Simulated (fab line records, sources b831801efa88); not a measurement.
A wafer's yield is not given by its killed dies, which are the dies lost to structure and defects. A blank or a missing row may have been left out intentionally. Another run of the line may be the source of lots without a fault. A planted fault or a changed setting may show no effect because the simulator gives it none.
One fault seen from 2 desks + flow sky130 + every desk sees just its own numbers, and what lay behind them comes last

FOR THE TOOL OWNER'S DESK: implanter-01
The tool's own readings at SKY_NWELL_IMPLANT_24, given as means over the sampled wafers that have a number, one for each lot that went through this tool. If a lot's mean is further than 4 standard deviations from the usual mean, the lot is out of limits and carries the mark OUT (the distance appears in the brackets).
Columns: A = beamEnergyKeV at SKY_NWELL_IMPLANT_24, usual 139.99
| lot  | first seen here | A                        |
|------|-----------------|--------------------------|
| L629 | day 6 18:23     | 139.94                   |
| L636 | day 8 08:30     | 126.39 (-99 or more) OUT |
| L637 | day 8 12:14     | 126.44 (-99 or more) OUT |
Finding of this desk: L636, L637 out of limits; the first was L636 at day 8 08:30, on beamEnergyKeV at SKY_NWELL_IMPLANT_24. In limits: L629.

METROLOGY DESK
Means of the sampled wafers that have a number, per lot and without regard to the tool the lot ran on: this is what the gauges read. If a lot's mean is further than 4 standard deviations from the usual mean, the lot is out of limits and carries the mark OUT (the distance appears in the brackets).
Columns: A = NWELL_TW at SKY_NWELL_TW_MEAS_15, usual 1812; B = NWELL_01_OVL at SKY_NWELL_OVL_MEAS_23, usual 0.7 nm
| lot  | first seen here | A    | B    |
|------|-----------------|------|------|
| L626 | day 5 12:27     | 1810 | -1.1 |
| L629 | day 5 23:29     | 1789 | 2.9  |
| L636 | day 7 13:27     | 1817 | -0.2 |
| L637 | day 7 17:41     | 1808 | 0.8  |
| L643 | day 9 03:28     | 1847 | 1.3  |
| L645 | day 10 06:50    | 1816 | -1.4 |
This desk found nothing out of limits on any of the 6 lots.

PUT TOGETHER
At day 8 08:30, on L636, L637, the tool owner's desk was in a position to raise an alarm.
At the metrology desk, nothing out of limits was observed.
The metrology desk has L636, L637 on record, within its limits.
All the named lots went through SKY_NWELL_IMPLANT_24 on implanter-01.

WHAT WAS PUT IN BY THE SIMULATOR
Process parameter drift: implanter-01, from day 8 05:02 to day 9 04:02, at SKY_NWELL_IMPLANT_24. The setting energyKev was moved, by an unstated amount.
Lots struck among those shown: L636, L637.
Each desk's first reading out of limits, in hours after the fault started: the tool owner's desk, 3.
